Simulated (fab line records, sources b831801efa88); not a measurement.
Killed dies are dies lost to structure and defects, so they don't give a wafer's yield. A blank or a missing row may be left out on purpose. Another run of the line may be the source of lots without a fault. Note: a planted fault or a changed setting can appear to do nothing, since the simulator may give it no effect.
Code-filled problem report in 8D (eight disciplines) form | flow gf180mcu | the parts of the form that need people (team, actions taken, sign-off) are left out

== 1. WHAT IS WRONG ==
SAB_CVD_00_THK at GF_SAB_THK_MEAS_01 reads a mean of 52.8 nm on 1 wafer of 1 lot; wafers without a fault read 50.1 nm with a standard deviation of 0.67. That puts it +4.0 standard deviations away from the usual mean.
The first sign was on wafer L987.6 at day 20 21:35, on film_metro-04. The record has a number at this step for 39 wafers belonging to 13 lots. The rule behind "out" and "out of limits": a value lying over 4 standard deviations away from the usual mean. The rest of the wafers with a number are treated as sound.

== 2. WHAT IT IS AND WHAT IT IS NOT ==
question                    | is                | is not
which readings at this step | SAB_CVD_00_THK    | -
which lots                  | L987              | L968, L970, L971, L972, L973, L974, L976, L977, L979, L980, L981, L985
which wafers of those lots  | L987.6            | L987.1, L987.3
read on which gauges        | film_metro-04     | film_metro-02, film_metro-03
when                        | from day 20 21:35 | up to then (38 sound wafers)

== 3. THE SUSPECTS, EACH WITH WHAT RULES IT OUT ==
Counting: a tool at a process step up to the reading stays a suspect if it ran every lot that is out. Sound lots after the first of them don't rule it out here, since some wafers of a struck lot are sound.
- the gauge at GF_SAB_THK_MEAS_01: kept. All the wafers that are out were read on film_metro-04, and no step on other tools shows them out.
- pecvd-03 at GF_SAB_CVD_00 (deposits SiO2 from TEOS, target thk 50 nm, time 4.9302 s): kept. L987, the lot that is out, went through it at day 20 21:31; up to then, the latest sound lot through it was L981 at day 18 21:19.
- Within pecvd-03 at GF_SAB_CVD_00: the wafers that are out ran in chamber 2; their sound lot-mates ran in chambers 0, 1.
After counting, pecvd-03 at GF_SAB_CVD_00 and film_metro-04 at GF_SAB_THK_MEAS_01 remain.

== 4. THE CAUSE (what the simulator had put in) ==
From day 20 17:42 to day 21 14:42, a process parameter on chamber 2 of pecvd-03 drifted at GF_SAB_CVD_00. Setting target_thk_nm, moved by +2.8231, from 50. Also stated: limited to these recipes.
After counting, 2 suspects remain, this tool included.

== 5. THE EFFECT CHAIN, in route order ==
One row per reading whose mean, taken over the struck wafers that have a number, lies over 3 standard deviations from the usual. Only readings whose record carries a usual standard deviation are examined. hours: median over the lots of the time between each lot's start at the first step of this table that gives one and its start at this step. sigmas: the change, counted in usual standard deviations.
hours | step               | reading        | usual   | on struck wafers | change | sigmas
0     | GF_SAB_THK_MEAS_01 | SAB_CVD_00_THK | 50.1 nm | 52.8             | +2.7   | +4.0
Later measuring or inspecting steps at which every struck wafer that the step has a row for has a number for every such reading, and none has moved that far: GF_V1_CD_MEAS_14.

== 6. HOW IT WOULD HAVE BEEN CAUGHT EARLIER ==
The first out-of-limits reading at a measuring or inspecting step in this record came at day 20 21:35, 4 hours after the fault's start at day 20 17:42.
No tool reading at GF_SAB_CVD_00 that has a usual standard deviation in the record was out on any struck wafer, so an alarm limit of 4 standard deviations on those readings would not have fired.
By day 20 21:35, every lot that is out (1) had started GF_SAB_CVD_00 on pecvd-03. Tool hold at that time: it would have spared none of them.
